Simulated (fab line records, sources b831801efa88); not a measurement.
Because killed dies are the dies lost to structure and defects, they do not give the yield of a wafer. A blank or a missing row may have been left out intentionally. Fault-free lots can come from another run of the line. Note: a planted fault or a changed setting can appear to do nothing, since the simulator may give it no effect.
Comparing a struck lot with a sound one + flow gf180mcu + 14 steps out of a route of 602
Sound: wafers L509.3, L509.4, L509.6. Wafers struck: L520.2, L520.4, L520.6. The cause is named last.
At each step with rows: each side's tool, then ch and its chambers, then its first start. Under that, the readings that differ: sound wafers + struck wafers + difference of the means + sigmas: that difference in standard deviations of wafers without a fault.
alike: readings whose means differ by less than 2 such deviations, and words and numbers that are the same on both sides. not compared: withheld readings, readings that some wafer has no value for, bounds like >300 that may hide the same value, and numbers for which the record gives no deviation and whose values overlap.
A row with sigmas, a row that says differs or no value, or rows on one side alone: a step with any of these is where the two part. Numbers that don't overlap but have no deviation are shown without sigmas and don't part them. A reading missing from all wafers of one side parts the sides only when that side holds two or more wafers.

first, 2 steps without rows for these wafers: GF_VT_IMPLANT_PEB_16; GF_VT_IMPLANT_DEVELOP_17 (develop time 60 s).
GF_VT_IMPLANT_OVL_MEAS_18:
  sound on overlay-02 at day 6 08:40; struck on overlay-02 at day 9 07:07
  alike: VT_IMPLANT_01_OVL
next, for these wafers, 1 step has no rows: GF_VT_IMPLANT_IMPLANT_19.
GF_VT_IMPLANT_STRIP_20: strips in O2/N2.
  sound on plasma-asher-01 ch 0,1, day 6 08:53; struck on plasma-asher-01 ch 1, day 9 07:17
| reading            | sound       | struck      | difference | sigmas |
|--------------------|-------------|-------------|------------|--------|
| heater-power-w (W) | 332 242 248 | 329 336 334 | +59        | +2     |
  alike: drypump-motor-current-A, oes-product-au, strip-time-to-endpoint-s
  not compared: rf-hours-counter-h
GF_VT_IMPLANT_TW_MEAS_21:
  sound on film-metro-03 at day 6 08:58; struck on film-metro-01 at day 9 07:24
  alike: VT_IMPLANT_2_TW
then, 6 steps without rows for these wafers: GF_VT_IMPLANT_DEHYDRATE_22 (time 60 s); GF_VT_IMPLANT_HMDS_23 (prime time 60 s); GF_VT_IMPLANT_COAT_24 (resist thk 1000 nm); GF_VT_IMPLANT_SOFTBAKE_25 (time 60 s); GF_VT_IMPLANT_EXPOSE_26 (exposes mask LVPWELL HV AREA, target cd 860 nm); GF_VT_IMPLANT_PEB_27.
GF_VT_IMPLANT_DEVELOP_28: develop time 60 s.
  sound on litho-track-03 ch 0, day 7 00:10; struck on litho-track-04, day 10 00:35
  no value came back on the struck wafers for chill-plate-temp-C (C), develop-time-s (s); on the sound wafers chill-plate-temp-C (C) reads 22.70 22.68 22.89
GF_VT_IMPLANT_OVL_MEAS_29:
  sound on overlay-01 at day 7 00:16; struck on overlay-01 at day 10 00:43
| reading                | sound        | struck | difference                    | sigmas |
|------------------------|--------------|--------|-------------------------------|--------|
| VT_IMPLANT_02_OVL (nm) | -0.9 0.3 1.0 | - - -  | no value on the struck wafers |        |

WHERE THEY PART
First at GF_VT_IMPLANT_STRIP_20; last, within this record, at GF_VT_IMPLANT_OVL_MEAS_29.

WHY: the cause the simulator had injected
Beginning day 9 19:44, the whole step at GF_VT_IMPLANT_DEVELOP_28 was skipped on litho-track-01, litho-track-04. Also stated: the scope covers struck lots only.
